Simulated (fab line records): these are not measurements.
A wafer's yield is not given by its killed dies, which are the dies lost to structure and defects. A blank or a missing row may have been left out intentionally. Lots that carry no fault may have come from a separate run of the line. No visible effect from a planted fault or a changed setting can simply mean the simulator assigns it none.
fab line records    flow sfqLine
record: lots: 7  wafers: 19  lastDay: 83
route steps=325 shown I7@301 M8@311
lots that met no fault: from a run of the same line without faults
startH: start of the lot's first displayed wafer, in hours after the record's first day    waitH: hours since the lot's step before    " as in the row above    L1.1+2: a row that stands for several wafers    - either no value or no given start    * or withheld: withheld    < > ~ a bound
route shown NAME@n: names a module that has steps shown in the file, with the first one's number in the route    usual: mean and standard deviation over wafers with no fault    same: alike in all rows    chamber/n: place in a boat    sites: the reading at each site    _std_site: the values' standard deviation    _edge_site: inner sites' mean taken away from outer sites' mean    radiusMm: for every site, how far away it sits from the centre of the wafer    mask NAME#n: copy n    behind: the most recent tool/chamber to have shaped the wafer    hold: what put the lot on hold/how long, in hours/how the hold closed    device: the transistor (n, p or np) that didn't switch    end of line: tests run on the same wafers once the route is complete    where a step has no rows: the recipe by itself    killed: at the first sort, the dies lost to defects and structure; wafer yield is something else    map: a wafer's dies, x killed, . not, _ none there
set.NAME: the setting as run; set.NAME@STEP: as run at that earlier step    model.NAME: the simulator's own value behind a step, which no gauge read
lots at some steps of the route; a table a step, a row a wafer
services: the hour from which a tool's chamber was out of use, counted from the record's first day as startH (under 0 if before that day), plus the number of hours and why
== steps ==
step: SFQ_TRILAYER_I7_VIA_LITHO_COAT_187
recipe: resist: KrF  spinRpm: 3000  resistThkNm: 650
step: SFQ_TRILAYER_I7_VIA_LITHO_SOFTBAKE_191
recipe: tempC: withheld  timeS: withheld  resist: KrF
step: SFQ_TRILAYER_I7_VIA_LITHO_EXPOSE_188
recipe: maskId: I7  na: 0.6  sourceShape: conventional  sigmaOuter: 0.65  targetCdNm: 1000  doseMj: 21.3
step: SFQ_TRILAYER_I7_VIA_LITHO_PEB_190
recipe: pebTempC: 115  pebTimeS: 60  resist: KrF
step: SFQ_TRILAYER_I7_VIA_LITHO_DEVELOP_189
recipe: timeS: 60  resist: KrF
step: SFQ_I7_OVL_MEAS_947
usual: I7_OVL: -1/5.2
lot.wafer  tool        chamber  startH   waitH  I7_OVL[nm]
L628.2     overlay-02  -        1626.35  0.1    -8
L628.3     "           -        "        "      -1
L628.5     "           -        "        "      -3
L634.2     overlay-01  -        1753.16  0.1    0
L634.3     "           -        "        "      1
L634.4     "           -        "        "      6
L643.5     overlay-01  -        1909.13  0.0    0
L643.6     "           -        "        "      -1
L644.3     overlay-01  -        1913.92  0.1    5
L644.4     "           -        "        "      8
L644.6     "           -        "        "      3
L645.3     overlay-01  -        1915.12  0.1    2
L645.6     "           -        "        "      0
L650.1     overlay-02  -        1972.87  0.1    -4
L650.3     "           -        "        "      -4
L650.5     "           -        "        "      -7
L651.2     overlay-02  -        1974.73  0.1    11
L651.4     "           -        "        "      10
L651.6     "           -        "        "      11
step: SFQ_TRILAYER_I7_VIA_BARC_OPEN_VIA_ETCH_260
recipe: maskMaterial: PR  chemistry: O2  targetDepthNm: 125  target: BARC  sourceW: 500  biasW: 80  pressureMtorr: 30  timeS: 41.7
usual: drypumpMotorCurrentA: 5.6/0.5  oesProductAu: 0.684/0.0042
lot.wafer  tool        chamber  startH   waitH  drypumpMotorCurrentA  oesProductAu  rfHoursCounterH
L628.2     rieDiel-02  2        1626.38  0.0    5.0                   0.685         16
L628.3     "           0        "        "      5.7                   0.682         0
L628.5     "           3        "        "      6.0                   0.688         -
L634.2     rieDiel-04  3        1753.19  0.0    5.6                   0.692         22
L634.3     "           0        "        "      5.1                   0.688         17
L634.4     "           2        "        "      6.1                   0.685         14
L643.5     rieDiel-03  0        1909.18  0.0    5.3                   0.680         -
L643.6     "           3        "        "      5.2                   0.681         -
L644.3     rieDiel-02  3        1913.94  0.0    6.0                   0.678         13
L644.4     "           2        "        "      5.0                   0.685         19
L644.6     "           0        "        "      5.7                   0.691         -
L645.3     rieDiel-04  3        1915.14  0.0    5.6                   0.689         3
L645.6     "           3        "        "      5.6                   0.681         -
L650.1     rieDiel-02  2        1972.91  0.0    5.0                   0.681         20
L650.3     "           0        "        "      5.7                   0.692         6
L650.5     "           2        "        "      5.0                   0.690         -
L651.2     rieDiel-03  1        1974.76  0.0    6.8                   0.681         3
L651.4     "           2        "        "      5.7                   0.681         8
L651.6     "           0        "        "      5.3                   0.678         -
step: SFQ_TRILAYER_I7_VIA_ETCH_VIA_ETCH_190
recipe: target: SiO2  stopOn: Nb  maskMaterial: PR  taperDeg: 20  chemistry: CHF3  targetDepthNm: 260  sourceW: 500  biasW: 80  pressureMtorr: 30  timeS: withheld
usual: drypumpMotorCurrentA: 5.6/0.49  oesProductAu: 0.854/0.0051
lot.wafer  tool        chamber  startH   waitH  drypumpMotorCurrentA  oesProductAu
L628.2     rieDiel-02  2        1626.42  0.0    5.0                   0.854
L628.3     "           0        "        "      5.7                   0.851
L628.5     "           3        "        "      6.1                   0.854
L634.2     rieDiel-04  3        1753.23  0.0    5.6                   0.857
L634.3     "           0        "        "      5.1                   0.840
L634.4     "           2        "        "      6.1                   0.850
L643.5     rieDiel-03  0        1909.32  0.1    5.3                   0.849
L643.6     "           3        "        "      5.2                   0.854
L644.3     rieDiel-02  3        1913.98  0.0    6.0                   0.858
L644.4     "           2        "        "      5.1                   0.858
L644.6     "           0        "        "      5.7                   0.860
L645.3     rieDiel-04  3        1915.18  0.0    5.6                   0.851
L645.6     "           3        "        "      5.6                   0.856
L650.1     rieDiel-02  2        1972.95  0.0    5.1                   0.848
L650.3     "           0        "        "      5.7                   0.858
L650.5     "           2        "        "      5.0                   0.853
L651.2     rieDiel-03  1        1974.80  0.0    6.8                   0.854
L651.4     "           2        "        "      5.7                   0.860
L651.6     "           0        "        "      5.3                   0.848
step: SFQ_TRILAYER_I7_VIA_STRIP_STRIP_191
recipe: gas: O2  powerW: 200  platenTempC: 40  overashFraction: 0.65  chemistry: O2  pressureMtorr: 50
usual: drypumpMotorCurrentA: 5.47/0.3  oesProductAu: 0.999/0.015  platenTempC: 40.00/0.12
lot.wafer  tool         chamber  startH   waitH  drypumpMotorCurrentA  oesProductAu  platenTempC  rfHoursCounterH
L628.2     rieMetal-03  0        1626.53  -      5.01                  1.036         40.08        74
L628.3     "            1        "        "      5.67                  0.990         40.07        -
L628.5     "            0        "        "      5.01                  1.037         40.17        -
L634.2     rieMetal-02  0        1753.35  -      5.64                  0.997         40.15        97
L634.3     "            1        "        "      5.86                  0.984         40.01        -
L634.4     "            0        "        "      5.66                  1.005         39.98        -
L643.5     rieMetal-03  1        1909.77  -      5.67                  0.980         39.87        -
L643.6     "            0        "        "      5.02                  1.019         40.28        -
L644.3     rieMetal-04  1        1914.30  -      5.19                  1.002         40.20        -
L644.4     "            0        "        "      5.50                  0.994         39.91        -
L644.6     "            1        "        "      5.19                  1.005         40.03        -
L645.3     rieMetal-04  1        1915.50  -      5.18                  1.010         40.08        -
L645.6     "            0        "        "      5.50                  0.984         39.96        -
L650.1     rieMetal-03  0        1973.06  -      5.00                  1.018         40.04        124
L650.3     "            0        "        "      5.02                  1.016         39.98        -
L650.5     "            0        "        "      5.01                  1.016         39.93        -
L651.2     rieMetal-02  0        1974.91  -      5.63                  0.992         39.95        134
L651.4     "            0        "        "      5.64                  1.001         39.88        -
L651.6     "            1        "        "      5.87                  1.000         39.91        -
step: SFQ_TRILAYER_I7_VIA_STRIP_SOLV_CLEAN_192
recipe: chemistry: NMP  tempC: 70  timeS: 600
step: SFQ_TRILAYER_M8_LITHO_LOR_COAT_197
recipe: resist: lift-off  spinRpm: 3000
step: SFQ_TRILAYER_M8_LITHO_LOR_BAKE_198
recipe: resist: lift-off  tempC: withheld  timeS: withheld
step: SFQ_TRILAYER_M8_LITHO_COAT_193
recipe: resist: KrF  spinRpm: 3000  resistThkNm: 600
usual: chillPlateTempC: 22.97/0.1
lot.wafer  tool           chamber  startH  waitH  chillPlateTempC  model.KrF_of_TRILAYER_M8_LITHO_COAT_193.thkNm
L628.2     lithoTrack-03  0        1628    -      22.82            597.7
L628.3     "              0        "       "      22.86            597.2
L628.5     "              0        "       "      22.81            596.2
L634.2     lithoTrack-03  0        1755    -      23.01            597.8
L634.3     "              0        "       "      22.84            596.8
L634.4     "              0        "       "      23.01            598.6
L643.5     lithoTrack-03  0        1911    -      22.92            558.3
L643.6     "              0        "       "      22.93            600.8
L644.3     lithoTrack-03  0        1915    -      22.94            560
L644.4     "              0        "       "      22.88            600.7
L644.6     "              0        "       "      22.89            600.6
L645.3     lithoTrack-03  0        1917    -      23.04            561.4
L645.6     "              0        "       "      22.80            602.3
L650.1     lithoTrack-02  0        1974    -      22.94            602
L650.3     "              0        "       "      22.99            602.2
L650.5     "              0        "       "      22.81            599.6
L651.2     lithoTrack-04  0        1976    -      22.89            600.7
L651.4     "              0        "       "      22.84            600.5
L651.6     "              0        "       "      23.00            598.6
step: SFQ_TRILAYER_M8_LITHO_SOFTBAKE_199
recipe: tempC: withheld  timeS: withheld  resist: KrF
step: SFQ_TRILAYER_M8_LITHO_EXPOSE_194
recipe: maskId: M8  na: 0.6  sourceShape: conventional  sigmaOuter: 0.65  targetCdNm: 2000  doseMj: 14.4
step: SFQ_TRILAYER_M8_LITHO_PEB_196
recipe: pebTempC: 115  pebTimeS: 60  resist: KrF
step: SFQ_TRILAYER_M8_LITHO_DEVELOP_195
recipe: imgClearS: 15  timeS: 55  resist: KrF
usual: chillPlateTempC: 23.00/0.099
lot.wafer  tool           chamber  startH   waitH  chillPlateTempC  model.KrF_of_TRILAYER_M8_LITHO_COAT_193.thkNm
L628.2     lithoTrack-04  0        1631.01  0.1    23.10            573.5
L628.3     "              0        "        "      23.00            572.9
L628.5     "              0        "        "      23.06            571.9
L634.2     lithoTrack-02  0        1845.26  0.1    23.32            573.6
L634.3     "              0        "        "      23.12            572.5
L634.4     "              0        "        "      23.08            574.4
L643.5     lithoTrack-03  0        1919.79  0.1    23.17            534.1
L643.6     "              0        "        "      22.93            576.5
L644.3     lithoTrack-04  0        1929.34  0.1    22.87            535.7
L644.4     "              0        "        "      22.89            576.4
L644.6     "              0        "        "      23.08            576.4
L645.3     lithoTrack-04  0        1930.54  0.1    23.23            537.1
L645.6     "              0        "        "      23.17            578.1
L650.1     lithoTrack-02  0        1978.27  0.1    22.99            577.8
L650.3     "              0        "        "      23.07            577.9
L650.5     "              0        "        "      22.91            575.3
L651.2     lithoTrack-04  0        1979.49  0.1    23.05            576.4
L651.4     "              0        "        "      23.11            576.2
L651.6     "              0        "        "      22.99            574.4
step: SFQ_M8_OVL_MEAS_948
usual: M8_OVL: -1/5.1
lot.wafer  tool        chamber  startH   waitH  M8_OVL[nm]
L628.2     overlay-02  -        1631.14  0.1    -1
L628.3     "           -        "        "      -1
L628.5     "           -        "        "      3
L634.2     overlay-02  -        1845.38  0.1    1
L634.3     "           -        "        "      2
L634.4     "           -        "        "      2
L643.5     overlay-02  -        1919.86  0.0    -3
L643.6     "           -        "        "      -5
L644.3     overlay-02  -        1929.45  0.1    -5
L644.4     "           -        "        "      -2
L644.6     "           -        "        "      -7
L645.3     overlay-02  -        1930.65  0.1    -1
L645.6     "           -        "        "      0
L650.1     overlay-01  -        1978.41  0.1    6
L650.3     "           -        "        "      -2
L650.5     "           -        "        "      1
L651.2     overlay-01  -        1979.62  0.1    -3
L651.4     "           -        "        "      1
L651.6     "           -        "        "      6
== services ==
tool        chamber  startH   hours  kind
rieDiel-02  2        1615.85  2.7    repair
rieDiel-02  -        1631.13  2.8    pm
rieDiel-04  -        1663.74  2.8    pm
rieDiel-02  2        1688.46  3.9    repair
rieDiel-04  -        1696.26  0.3    repair
rieDiel-04  -        1698.16  28.1   pm
rieDiel-02  2        1699.65  7.1    repair
rieDiel-04  2        1738.62  1.8    repair
rieDiel-02  3        1750.57  1.3    repair
rieDiel-04  -        1751.19  0.1    repair
rieDiel-03  -        1764.99  15.6   pm
rieDiel-02  0        1773.75  3.8    repair
rieDiel-04  0        1790.43  1.3    repair
rieDiel-02  1        1795.34  3.3    repair
rieDiel-04  1        1846.59  7.2    repair
rieDiel-04  2        1851.06  43.0   repair
rieDiel-03  0        1854.11  6.6    repair
rieDiel-04  0        1866.34  15.9   repair
rieDiel-04  -        1881.30  0.5    repair
rieDiel-02  1        1892.27  9.6    repair
rieDiel-03  1        1904.40  6.0    repair
rieDiel-02  2        1917.91  9.2    repair
rieDiel-02  0        1920.93  4.0    repair
rieDiel-02  -        1964.42  0.7    repair
== key ==
firstSign none at tools or gauges
modelEffect: step: SFQ_TRILAYER_M8_LITHO_COAT_193  value: KrF_of_TRILAYER_M8_LITHO_COAT_193.thkNm  without: 600.5  struck: 559.9
modelEffect: step: SFQ_TRILAYER_M8_LITHO_DEVELOP_195  value: KrF_of_TRILAYER_M8_LITHO_COAT_193.thkNm  without: 576.3  struck: 535.6
metAt SFQ_TRILAYER_M8_LITHO_COAT_193
struckWafers L643.5,L644.3,L645.3
onsetBetween 1755 1911
fault: kind: processParameterDrift  tool: lithoTrack-03  chamber: -  onsetH: 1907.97  steps: SFQ_TRILAYER_M8_LITHO_COAT_193  channel: resistThkNm  offset: -40.607  shape: step  endH: 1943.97  scope: struckWafersOnly  actsIn: theseRecipesOnly  stated: 600
